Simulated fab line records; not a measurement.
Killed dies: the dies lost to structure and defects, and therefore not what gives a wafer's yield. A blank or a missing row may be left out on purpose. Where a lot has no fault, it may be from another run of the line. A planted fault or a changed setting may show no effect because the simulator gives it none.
Problem report in the 8D (eight disciplines) form, filled by code -- flow sfq_line -- the parts of the form that need people (team, actions taken, sign-off) are left out

## 1. WHAT IS WRONG
Wafers without a fault read 597.5 W, standard deviation 1.8; rf_fwd_power_W at SFQ_TRILAYER_M5_ETCH_METAL_ETCH_126 reads a mean of 501.6 W on 5 wafers belonging to 2 lots. Measured from the usual mean, that is -53 standard deviations.
The step: etches Nb in Cl2/BCl3, stops on SiO2, time 203.2 s, target depth 265 nm.
Earliest sighting: wafer L901.2 on rie_metal-01 at day 55 21:41. Wafers with a number at this step in the record: 18, from 6 lots. The rule behind "out" and "out of limits": a value lying over 4 standard deviations away from the usual mean. The other wafers with a number count as sound.

## 2. WHAT IT IS, AND WHAT IT ISN'T
question,is,is not
which readings at this step,rf_fwd_power_W,"chamber_pressure_mTorr, drypump_motor_current_A, oes_product_au"
which lots,"L901, L903","L892, L895, L910, L914"
which wafers of those lots,"L901.2, L901.4, L901.6, L903.3, L903.6",L903.5
read on which tools,rie_metal-01,"rie_metal-02, rie_metal-04"
when,from day 55 21:41,"up to then (6 sound wafers); but 7 sound wafers of L903, L910, L914 came after"

## 3. SUSPECTS, AND WHAT RULES EACH OUT
Counting: any tool at a process step up to the reading remains a suspect provided it ran every lot that is out. Sound lots after the first of them don't rule it out here, since some wafers of a struck lot are sound.
- rie_metal-03 at SFQ_TRILAYER_JJ_CE_ETCH_RIE_118 (chemistry SF6, target Nb, stops on Al2O3, time 97.7 s, target depth 170 nm): kept. It processed each lot that is out (first: L901, day 55 14:40); up to then, its last sound lot is L892 (day 45 06:10).
- rie_metal-01 at SFQ_TRILAYER_M5_BARC_OPEN_METAL_ETCH_161 (etches BARC in O2, target depth 125 nm, time 41.7 s): kept. It processed each lot that is out (first: L901, day 55 21:37); up to then, its last sound lot is L892 (day 49 15:16).
- rie_metal-01 at SFQ_TRILAYER_M5_ETCH_METAL_ETCH_126 (etches Nb in Cl2/BCl3, stops on SiO2, time 203.2 s, target depth 265 nm): kept. It processed each lot that is out (first: L901, day 55 21:41); up to then, its last sound lot is L892 (day 49 15:19). Its own readings are out on those wafers: rf_fwd_power_W.
- At SFQ_TRILAYER_M5_BARC_OPEN_METAL_ETCH_161 on rie_metal-01, chamber 1 took the sound wafers of the same lots and chamber 0 took the wafers that are out.
- At SFQ_TRILAYER_M5_ETCH_METAL_ETCH_126 on rie_metal-01, chamber 1 took the sound wafers of the same lots and chamber 0 took the wafers that are out.
Left after counting: rie_metal-03 at SFQ_TRILAYER_JJ_CE_ETCH_RIE_118, rie_metal-01 at SFQ_TRILAYER_M5_BARC_OPEN_METAL_ETCH_161, rie_metal-01 at SFQ_TRILAYER_M5_ETCH_METAL_ETCH_126.

## 4. THE CAUSE (what the simulator had put in)
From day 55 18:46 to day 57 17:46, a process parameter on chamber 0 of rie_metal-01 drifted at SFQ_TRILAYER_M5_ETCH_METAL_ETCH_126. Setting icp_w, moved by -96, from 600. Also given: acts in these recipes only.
3 suspects survive the count, and this tool is in that group.

## 5. SEQUENCE OF EFFECTS, ordered by route
Each row: a reading where the mean over the struck wafers with a number is more than 3 standard deviations away from the usual. Only readings whose record carries a usual standard deviation are examined. hours: median over the lots of the time between each lot's start at the first step of this table that gives one and its start at this step. sigmas: the change, counted in usual standard deviations.
hours,step,reading,usual,on struck wafers,change,sigmas
0,SFQ_TRILAYER_M5_ETCH_METAL_ETCH_126,rf_fwd_power_W,597.5 W,501.6,-95.9,-53
Here are the process steps it includes:
- SFQ_TRILAYER_M5_ETCH_METAL_ETCH_126: etches Nb in Cl2/BCl3, stops on SiO2, time 203.2 s, target depth 265 nm.

## 6. HOW IT WOULD HAVE BEEN CAUGHT EARLIER
The fault began at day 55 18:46; the first out-of-limits reading in this record came at day 55 21:41, 3 hours later.
